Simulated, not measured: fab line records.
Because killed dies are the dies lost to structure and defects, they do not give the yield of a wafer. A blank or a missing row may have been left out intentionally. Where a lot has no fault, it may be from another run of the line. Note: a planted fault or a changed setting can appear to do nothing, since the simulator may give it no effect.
One fault through the eyes of 2 desks :: flow gf180mcu :: each desk has only its own numbers; what lay behind them comes last

DESK OF THE TOOL OWNER: pvd-sputter-01
The tool's own readings at GF_M3_SPUTTER_00 (material Ti, target thk 37.5 nm, time 150 s): means of the sampled wafers that have a number, for each lot that ran on this tool. Any lot whose mean is over 4 standard deviations away from the usual mean is out of limits and marked OUT; that distance is given in the brackets.
Columns: A = cathode-dc-power-W at GF_M3_SPUTTER_00, usual 4000.1 W; B = throttle-valve-pct at GF_M3_SPUTTER_00, usual 29.9 %
lot: L116
first seen here: day 20 11:27
A: 4000.4
B: 29.6

lot: L122
first seen here: day 22 21:53
A: 4000.3
B: 29.4

lot: L128
first seen here: day 25 07:45
A: 4000.2
B: 28.6

lot: L134
first seen here: day 27 00:18
A: 4174.9 (+99 or more) OUT
B: 28.8
This desk's verdict: out of limits on L134, starting with L134 at day 27 00:18 (cathode-dc-power-W at GF_M3_SPUTTER_00). Within limits: L116, L122, L128.

FROM THE METROLOGY DESK
What the gauges read for every lot (on any tool): the sampled wafers with a number, averaged. Any lot whose mean is over 4 standard deviations away from the usual mean is out of limits and marked OUT; that distance is given in the brackets.
Columns: A = V2_CVD_02_THK at GF_V2_THK_MEAS_03, usual 847 nm; B = V2_BOW at GF_V2_BOW_MEAS_05, usual 98 um; C = M3_ALCU_THK at GF_M3_THK_MEAS_06, usual 452 nm
lot: L116
first seen here: day 19 08:56
A: 843
B: 97
C: 450

lot: L117
first seen here: day 19 22:48
A: 850
B: 102
C: 456

lot: L118
first seen here: day 20 08:42
A: 847
B: 105
C: 453

lot: L119
first seen here: day 20 12:25
A: 836
B: 99
C: 449

lot: L121
first seen here: day 21 04:42
A: 846
B: 100
C: 456

lot: L122
first seen here: day 21 20:39
A: 845
B: 105
C: 452

lot: L123
first seen here: day 22 06:57
A: 831
B: 97
C: 450

lot: L124
first seen here: day 22 19:32
A: 839
B: 87
C: 448

lot: L125
first seen here: day 23 04:00
A: 850
B: 113
C: 448

lot: L127
first seen here: day 24 02:39
A: 856
B: 97
C: 459

lot: L128
first seen here: day 24 09:41
A: 846
B: 104
C: 456

lot: L134
first seen here: day 26 00:49
A: 849
B: 98
C: 457

lot: L138
first seen here: day 27 05:50
A: 848
B: 99
C: 455
This desk's finding: nothing out of limits on any of the 13 lots.

ALL TOGETHER
On L134, at day 27 00:18, an alarm was possible from the tool owner's desk.
Metrology desk: nothing out of limits seen.
The metrology desk holds a record of L134, inside its limits.
Of the lots named, all ran GF_M3_SPUTTER_00 on pvd-sputter-01.

WHAT THE SIMULATOR HAD INSERTED
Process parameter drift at GF_M3_SPUTTER_00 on pvd-sputter-01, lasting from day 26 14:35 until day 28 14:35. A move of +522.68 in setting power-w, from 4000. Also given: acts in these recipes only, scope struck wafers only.
Lots struck among those shown: L134.
Time in hours from fault onset to the first out-of-limits reading at each desk: the tool owner's desk, 10.
